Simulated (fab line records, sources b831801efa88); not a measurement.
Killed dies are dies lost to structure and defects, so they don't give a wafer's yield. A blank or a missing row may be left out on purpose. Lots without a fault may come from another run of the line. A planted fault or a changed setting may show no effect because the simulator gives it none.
fab line records | flow sky130
record lots=5 wafers=15 last_day=49
route steps=708 shown POLY_CUT@318 SD_P@320 RES_XHIGH@332 SD_N@342 PAD_OPEN@708
lots that met no fault: from a run of the same line without faults
start_h: hours from the record's first day to the start of the lot's first wafer shown | wait_h: hours since the lot's step before | " the same as in the row above | L1.1+2: a row that stands for several wafers | - no value, or no start given | * or withheld: withheld | < > ~ a bound
route shown NAME@n: a module of which the file shows steps, and the number in the route of the first | usual: mean/standard deviation of fault-free wafers | same: alike in all rows | chamber/n: place in a boat | sites: the reading at each site | _std_site: their standard deviation | _edge_site: outer sites' mean less inner sites' | radius_mm: how far each site lies from the wafer's centre | mask NAME#n: copy n | behind: the tool/chamber that last shaped the wafer | hold: why the lot was held/for how many hours/how that ended | device: the transistor (n, p or np) that didn't switch | end of line: the same wafers' tests at the end of the route | a step without rows: its recipe alone | killed: dies lost to structure and defects at the first sort, not the wafer's yield | map: a wafer's dies, x killed, . not, _ none there
set.NAME: the setting as run; set.NAME@STEP: as run at that earlier step | model.NAME: the simulator's own value behind a step, which no gauge read
lots at some steps of the route; a table a step, a row a wafer
services: from which hour (start_h, from the record's first day; less than 0 if before it) a tool's chamber was out of use, for how many hours, and why
## steps
# step SKY_POLY_CUT_ETCH_11
# recipe target=Si3N4 chemistry=CF4/CH2F2/Ar stop_on=poly-Si source_w=600 bias_w=150 pressure_mtorr=40 cf4_flow_sccm=40 ch2f2_flow_sccm=20 Ar_flow_sccm=150 time_s=42.5 target_depth_a=600
# step SKY_POLY_CUT_STRIP_12
# recipe chemistry=O2/N2 power_w=1400 pressure_mtorr=1500 platen_temp_c=withheld o2_flow_sccm=3000 n2_flow_sccm=300 overash_fraction=0.5
# step SKY_SD_P_DEHYDRATE_00
# recipe temp_c=200 time_s=60
# step SKY_SD_P_HMDS_01
# recipe prime_time_s=60 prime_temp_c=120
# step SKY_SD_P_COAT_02
# recipe resist=NOVOLAK spin_rpm=3000 resist_thk_nm=1140
# step SKY_SD_P_SOFTBAKE_03
# recipe temp_c=90 time_s=60 resist=NOVOLAK
# step SKY_SD_P_EXPOSE_04
# recipe mask_id=PSDM na=0.6 source_shape=conventional sigma_outer=0.6 polarization=unpolarized target_cd_nm=380 dose_mj=138
# step SKY_SD_P_PEB_05
# recipe temp_c=withheld time_s=* resist=NOVOLAK
# step SKY_SD_P_DEVELOP_06
# recipe resist=NOVOLAK developer=TMAH develop_time_s=60 dev_temp_c=23
# step SKY_SD_P_IMPLANT_09
# recipe species=BF2 energy_kev=20 dose_cm2=3e+15 tilt_deg=0
# step SKY_SD_P_STRIP_10
# recipe chemistry=O2/N2 power_w=1400 pressure_mtorr=1500 platen_temp_c=withheld o2_flow_sccm=3000 n2_flow_sccm=300 overash_fraction=0.5
# usual drypump_motor_current_A=6.0/0.55 o2_flow_sccm=3002/9.3 oes_product_au=0.618/0.0045 strip_time_to_endpoint_s=17.51/0.038
# columns lot.wafer tool chamber start_h wait_h drypump_motor_current_A o2_flow_sccm oes_product_au rf_hours_counter_h strip_time_to_endpoint_s
L246.1 plasma_asher-04 1 588.02 0.1 6.7 2999 0.610 77 17.51
L246.2 " 0 " " 6.5 2989 0.623 77 17.49
L246.6 " 1 " " 6.7 3009 0.612 - 17.51
L251.1 plasma_asher-04 0 645.33 0.1 6.6 2994 0.621 82 17.43
L251.4 " 1 " " 6.7 2996 0.614 - 17.45
L251.5 " 0 " " 6.6 2994 0.613 - 17.45
L253.1 plasma_asher-04 0 655.82 0.1 6.6 2988 0.615 84 17.51
L253.2 " 1 " " 6.7 3002 0.614 84 17.52
L253.6 " 0 " " 6.6 2993 0.622 - 17.57
L252.1 plasma_asher-04 0 657.78 0.1 6.6 3001 0.618 84 17.53
L252.2 " 1 " " 6.7 2982 0.614 84 17.59
L252.3 " 0 " " 6.6 3021 0.614 - 17.51
L260.2 plasma_asher-03 0 723.68 0.1 4.9 3001 0.617 102 17.51
L260.4 " 0 " " 4.9 3012 0.617 - 17.58
L260.6 " 1 " " 6.0 3026 0.617 - 17.49
# step SKY_RES_XHIGH_DEHYDRATE_00
# recipe temp_c=200 time_s=60
# step SKY_RES_XHIGH_HMDS_01
# recipe prime_time_s=60 prime_temp_c=120
# step SKY_RES_XHIGH_COAT_02
# recipe resist=NOVOLAK spin_rpm=3000 resist_thk_nm=1140
# step SKY_RES_XHIGH_SOFTBAKE_03
# recipe temp_c=90 time_s=60 resist=NOVOLAK
# step SKY_RES_XHIGH_EXPOSE_04
# recipe mask_id=URPM na=0.6 source_shape=conventional sigma_outer=0.6 polarization=unpolarized target_cd_nm=1270 dose_mj=140
# step SKY_RES_XHIGH_PEB_05
# recipe temp_c=withheld time_s=* resist=NOVOLAK
# step SKY_RES_XHIGH_DEVELOP_06
# recipe resist=NOVOLAK developer=TMAH develop_time_s=60 dev_temp_c=23
# step SKY_RES_XHIGH_IMPLANT_07
# recipe species=BF2 energy_kev=20 dose_cm2=3.6e+14 tilt_deg=0
# step SKY_RES_XHIGH_STRIP_08
# recipe chemistry=O2/N2 power_w=1400 pressure_mtorr=1500 platen_temp_c=withheld o2_flow_sccm=3000 n2_flow_sccm=300 overash_fraction=0.5
# step SKY_SD_N_DEHYDRATE_00
# recipe temp_c=200 time_s=60
# step SKY_SD_N_HMDS_01
# recipe prime_time_s=60 prime_temp_c=120
# step SKY_SD_N_COAT_02
# recipe resist=NOVOLAK spin_rpm=3000 resist_thk_nm=1140
# step SKY_SD_N_SOFTBAKE_03
# recipe temp_c=90 time_s=60 resist=NOVOLAK
# step SKY_SD_N_EXPOSE_04
# recipe mask_id=NSDM na=0.6 source_shape=conventional sigma_outer=0.6 polarization=unpolarized target_cd_nm=380 dose_mj=141
# step SKY_SD_N_PEB_05
# recipe temp_c=withheld time_s=* resist=NOVOLAK
# step SKY_SD_N_DEVELOP_06
# recipe resist=NOVOLAK developer=TMAH develop_time_s=60 dev_temp_c=23
# step SKY_SD_N_IMPLANT_09
# recipe species=As energy_kev=50 dose_cm2=4e+15 tilt_deg=0
# step SKY_SD_N_IMPLANT_10
# recipe species=P energy_kev=20 dose_cm2=1e+14 tilt_deg=0
# step SKY_SD_N_STRIP_11
# recipe chemistry=O2/N2 power_w=1400 pressure_mtorr=1500 platen_temp_c=withheld o2_flow_sccm=3000 n2_flow_sccm=300 overash_fraction=0.5
# step SKY_SD_N_CLEAN_13
# recipe chemistry=SC1/SC2 mix=1:4:20 temp_c=70 time_s=150 dry=n2_spin
# step SKY_SD_N_RTA_14
# recipe temp_c=1075 time_s=2 idle_temp_c=650 ramp_up_c_per_s=150 ramp_down_c_per_s=90 ambient=N2
# step SKY_PAD_OPEN_PROBE_99
# usual killed_at_M0_to_M3=43/6.7 killed_at_M4_up=3.2/1.9 killed_at_contacts=24/5.9 killed_at_front_end=15/4.1 killed_at_other=0.3/0.56 killed_dies=86/9.5 killed_on_rim=17/3.7 killed_open=47/7.4 killed_short=39/5.5
# same gross_dies=492 killed_at_back_side=0
# columns lot.wafer tool chamber start_h wait_h killed_at_M0_to_M3 killed_at_M4_up killed_at_contacts killed_at_front_end killed_at_other killed_dies killed_on_rim killed_open killed_short
L246.1 prober-02 - 1074.76 0.1 40 2 33 15 0 90 20 49 41
L246.2 prober-02 - 1074.81 0.1 48 4 24 14 1 91 19 52 39
L246.6 prober-02 - 1075.01 0.2 36 5 31 11 0 83 15 41 42
L251.1 prober-01 - 1118.29 0.1 39 3 21 15 0 78 16 38 40
L251.4 prober-01 - 1118.44 0.2 40 8 30 54 0 132 24 47 45
L251.5 prober-01 - 1118.49 0.2 42 1 25 19 2 89 17 43 46
L253.1 prober-02 - 1122.95 0.1 35 3 23 13 0 74 14 50 24
L253.2 prober-02 - 1123.00 0.1 40 4 24 49 0 117 28 48 31
L253.6 prober-02 - 1123.20 0.2 46 1 22 17 0 86 12 48 38
L252.1 prober-01 - 1124.79 0.1 40 2 20 22 1 85 16 50 35
L252.2 prober-01 - 1124.84 0.1 36 2 18 43 0 99 26 34 31
L252.3 prober-01 - 1124.89 0.2 41 1 30 20 1 93 23 48 45
L260.2 prober-02 - 1166.64 0.1 43 3 36 25 0 107 16 60 47
L260.4 prober-02 - 1166.74 0.2 42 4 30 20 0 96 13 52 44
L260.6 prober-02 - 1166.84 0.2 49 0 28 16 0 93 25 46 47
# killed by level:class
L246.1 CONTACT:geometric_particle:open=14 LI_CONTACT:geometric_particle:open=10 VIA2:geometric_particle:open=8 VIA1:geometric_particle:open=7 METAL1:geometric_particle:short=6 VIA1:geometric_particle:short=5 POLY_GATE:geometric_particle:short=4 METAL2:geometric_particle:short=4
L246.2 VIA2:geometric_particle:open=14 CONTACT:geometric_particle:open=10 VIA1:geometric_particle:open=9 VIA3:geometric_particle:open=9 FIELD_ISO:geometric_particle:short=6 LI_CONTACT:geometric_particle:open=5 CONTACT:geometric_particle:short=5 VIA2:geometric_particle:short=5
L246.6 CONTACT:geometric_particle:open=14 VIA1:geometric_particle:open=9 VIA1:geometric_particle:short=7 METAL2:geometric_particle:short=6 LOCAL_INTERCONNECT:geometric_particle:short=5 CONTACT:geometric_particle:short=5 LI_CONTACT:geometric_particle:open=4 VIA3:geometric_particle:open=4
L251.1 METAL2:geometric_particle:short=10 CONTACT:geometric_particle:open=9 VIA1:geometric_particle:open=7 FIELD_ISO:geometric_particle:open=6 METAL1:geometric_particle:short=6 LOCAL_INTERCONNECT:geometric_particle:short=5 FIELD_ISO:geometric_particle:short=3 LI_CONTACT:geometric_particle:open=3
L251.4 SD_P:unspecified=40 CONTACT:geometric_particle:open=11 CONTACT:geometric_particle:short=6 METAL2:geometric_particle:short=6 VIA1:geometric_particle:open=5 VIA1:geometric_particle:short=5 VIA2:geometric_particle:open=5 VIA3:geometric_particle:open=5
L251.5 CONTACT:geometric_particle:open=10 VIA2:geometric_particle:open=8 METAL1:geometric_particle:short=7 METAL2:geometric_particle:short=7 POLY_GATE:geometric_particle:open=6 VIA1:geometric_particle:open=5 LOCAL_INTERCONNECT:geometric_particle:short=5 FIELD_ISO:geometric_particle:short=4
L253.1 VIA1:geometric_particle:open=10 LI_CONTACT:geometric_particle:open=8 CONTACT:geometric_particle:open=8 VIA2:geometric_particle:open=7 METAL1:geometric_particle:short=6 VIA3:geometric_particle:open=5 FIELD_ISO:geometric_particle:open=4 POLY_GATE:geometric_particle:open=4
L253.2 SD_P:unspecified=38 VIA1:geometric_particle:open=11 CONTACT:geometric_particle:open=8 LI_CONTACT:geometric_particle:open=5 VIA2:geometric_particle:short=5 VIA3:geometric_particle:open=5 FIELD_ISO:geometric_particle:open=4 CONTACT:geometric_particle:short=4
L253.6 VIA3:geometric_particle:open=12 CONTACT:geometric_particle:open=12 VIA1:geometric_particle:short=7 LI_CONTACT:geometric_particle:open=7 METAL2:geometric_particle:short=5 METAL1:geometric_particle:short=5 FIELD_ISO:geometric_particle:short=4 POLY_GATE:geometric_particle:short=4
L252.1 VIA1:geometric_particle:open=13 CONTACT:geometric_particle:open=8 VIA1:geometric_particle:short=8 POLY_GATE:geometric_particle:short=6 LI_CONTACT:geometric_particle:open=6 FIELD_ISO:geometric_particle:open=5 FIELD_ISO:geometric_particle:short=5 VIA2:geometric_particle:open=5
L252.2 SD_P:unspecified=34 CONTACT:geometric_particle:open=9 VIA1:geometric_particle:open=8 VIA3:geometric_particle:open=7 VIA1:geometric_particle:short=5 METAL1:geometric_particle:short=4 POLY_GATE:geometric_particle:short=3 CONTACT:geometric_particle:short=3
L252.3 LI_CONTACT:geometric_particle:open=12 CONTACT:geometric_particle:open=7 VIA1:geometric_particle:open=7 FIELD_ISO:geometric_particle:short=6 FIELD_ISO:geometric_particle:open=6 METAL2:geometric_particle:short=6 VIA3:geometric_particle:open=5 LI_CONTACT:geometric_particle:short=5
L260.2 CONTACT:geometric_particle:open=14 LI_CONTACT:geometric_particle:open=10 VIA1:geometric_particle:open=8 VIA3:geometric_particle:open=7 POLY_GATE:geometric_particle:short=7 VIA1:geometric_particle:short=6 POLY_GATE:geometric_particle:open=6 CONTACT:geometric_particle:short=6
L260.4 VIA1:geometric_particle:open=14 CONTACT:geometric_particle:open=11 VIA1:geometric_particle:short=8 CONTACT:geometric_particle:short=7 METAL1:geometric_particle:short=6 LI_CONTACT:geometric_particle:open=5 FIELD_ISO:geometric_particle:open=4 POLY_GATE:geometric_particle:open=4
L260.6 LI_CONTACT:geometric_particle:open=9 VIA1:geometric_particle:open=9 CONTACT:geometric_particle:open=8 VIA1:geometric_particle:short=7 METAL2:geometric_particle:short=6 VIA3:geometric_particle:open=6 POLY_GATE:geometric_particle:short=5 VIA2:geometric_particle:short=5
# map L251.4 (x killed, . not)
__________x..x.x...._________
________x...x.....x..._______
______xxxx.x............_____
_____xxxxxx.........xx...____
____xxxxxxxxx......x......___
___xxxxxxxx.xx......x......__
__.xxxxxxxx...xxxx....x....._
_x.xxxxxx.x....xx...x.......x
_.x..x.x.x..x......x.x.....x.
_.....x.........xx..x.x.xx...
_..........x....x...x...x....
_xxx.x......xxx...xx.x.......
_x.x........xx.........x.....
_.x..x...x.xx................
_..x.x....x..x..x...x........
__.x......x...x.....x...x..x_
___..........xx....x.......__
____........x.x...........___
_____.x...x.x...xxx...x..____
______.x........x......._____
________.............x_______
__________..x......._________
# map L252.2 (x killed, . not)
__________.x..xx...._________
________.xxx....x....x_______
______xx...x..x....xxx.._____
_____xxxxx..............x____
____xxxxxxx..x..........x.___
___xxxxxxx..x..x........xx.__
__.xxxxxxxxx...........x...._
_...xxxxx...............x....
_xx....x.........x..xx.x...x.
_.................x..........
_x.......xx..................
_...............x............
_.x..x.....x.....x..x....x...
_...x..x..x........x.....x...
_...x....................x..x
__......x.....x...........x._
___.......x............xx..__
____.....x.x.........xx...___
_____.........xx.........____
______x.x..............._____
________............x._______
__________.........._________
## services
# columns tool chamber start_h hours kind
plasma_asher-03 - 574.51 13.9 repair
plasma_asher-04 - 600.74 2.0 repair
## key
first_sign step=SKY_PAD_OPEN_PROBE_99 reading=killed_at_front_end direction=up sigmas=8.2 usual=15 struck=49
effect step=SKY_PAD_OPEN_PROBE_99 reading=killed_dies direction=up sigmas=3.1 usual=86 struck=116
met_at SKY_SD_P_STRIP_10
struck_wafers L251.4,L252.2,L253.2
tester_left_out L251,L252,L253
onset_between 588.02 645.33
fault kind=chamber_particle_source tool=plasma_asher-04 chamber=1 onset_h=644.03 steps=SKY_SD_P_STRIP_10 rate_per_visit_cm2=0.70968 end_h=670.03
# tester_left_out: of these lots the tester's yield and bins aren't shown, on N5 and GAA mostly nor the transistor test; their killed dies are dies lost to structure and defects alone, not to doping, threshold or leakage, so they don't give the yield
